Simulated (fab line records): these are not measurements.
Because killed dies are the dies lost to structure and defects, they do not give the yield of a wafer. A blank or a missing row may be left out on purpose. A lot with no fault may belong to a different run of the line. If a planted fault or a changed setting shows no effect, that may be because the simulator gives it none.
Comparing a struck lot with a sound one ; flow sky130 ; 14 steps out of a route of 708
Sound: the wafers L908.1, L908.2, L908.5. Struck: wafers L918.1, L918.3, L918.5. Last of all comes the cause.
For every step that has rows: the tool of each side, followed by ch and its chambers, followed by its first start. Under that, the readings that differ: sound wafers ; struck wafers ; difference of the means ; sigmas: that difference in standard deviations of wafers without a fault.
alike: words and numbers the same on both sides, and readings whose means are apart by under 2 such deviations; not compared: readings that were withheld, readings missing a value for some wafer, numbers with overlapping values and no deviation given by the record, and bounds like >300 which may hide the same value.
A row with sigmas, a row that says differs or no value, or rows on one side alone: a step with any of these is where the two part. Non-overlapping numbers with no deviation appear without sigmas and do not part them. Lack of a reading on every wafer of one side parts them only where that side has two or more wafers.

SKY_VIA4_CMP_21: polishes, stops on SiO2, t overpolish 25 s, target thk 0 nm.
  sound on cmp-02 ch 0,2,3, day 45 00:14; struck on cmp-01 ch 1,2,3, day 47 21:21
  alike: headPressurePsi, motorCurrentA, overpolishRunS, timeToEndpointS
SKY_METAL5_SPUTTER_00: material Ti, target thk 15 nm, time 10 s.
  sound on pvdSputter-04, day 45 00:32; struck on pvdSputter-03, day 47 21:39
  alike: throttleValvePct
SKY_METAL5_SPUTTER_01: material TiN, target thk 20 nm, time 16.7 s.
  sound on pvdSputter-04, day 45 00:34; struck on pvdSputter-03, day 47 21:41
  alike: throttleValvePct
then, 1 step without rows for these wafers: SKY_METAL5_SPUTTER_02 (material AlCu, target thk 1150 nm, time 61.2 s).
SKY_METAL5_SPUTTER_03: material Ti, target thk 5 nm, time 3.3 s.
  sound on pvdSputter-04, day 45 00:38; struck on pvdSputter-03, day 47 21:45
  alike: throttleValvePct
SKY_METAL5_SPUTTER_04: material TiN, target thk 70 nm, time 58.3 s.
  sound on pvdSputter-04, day 45 00:39; struck on pvdSputter-03, day 47 21:46
  alike: throttleValvePct
SKY_METAL5_RS_MEAS_05: uses a four-point probe to measure.
  sound on filmMetro-01, day 45 00:42; struck on filmMetro-02, day 47 21:49
  alike: METAL5_ALCU_RS
SKY_METAL5_THK_MEAS_06: measures by xrf.
  sound on filmMetro-01, day 45 00:49; struck on filmMetro-02, day 47 21:56
reading;sound;struck;difference;sigmas
METAL5_ALCU_THK (nm);1086 1097 1104;1150 1146 1148;+52;+3
then, 4 steps without rows for these wafers: SKY_METAL5_DEHYDRATE_07 (time 60 s); SKY_METAL5_HMDS_08 (prime time 60 s); SKY_METAL5_COAT_09 (resist thk 1800 nm); SKY_METAL5_SOFTBAKE_10 (time 60 s).
SKY_METAL5_EXPOSE_11: exposes mask MM5, target cd 1600 nm.
  sound on ilineStepper-01 ch 0, day 45 11:08; struck on ilineStepper-02, day 48 07:06
  no value came back on the struck wafers for exposureDoseMJCm2, focusOffsetNm (nm); on the sound wafers exposureDoseMJCm2 reads 190.16 190.02 189.90
  alike: mask
after that, 1 step had no rows for these wafers: SKY_METAL5_PEB_12.

## WHERE THEY PART
Last at SKY_METAL5_EXPOSE_11 as far as this record goes, first at SKY_METAL5_THK_MEAS_06.

WHY: whatever the simulator had introduced
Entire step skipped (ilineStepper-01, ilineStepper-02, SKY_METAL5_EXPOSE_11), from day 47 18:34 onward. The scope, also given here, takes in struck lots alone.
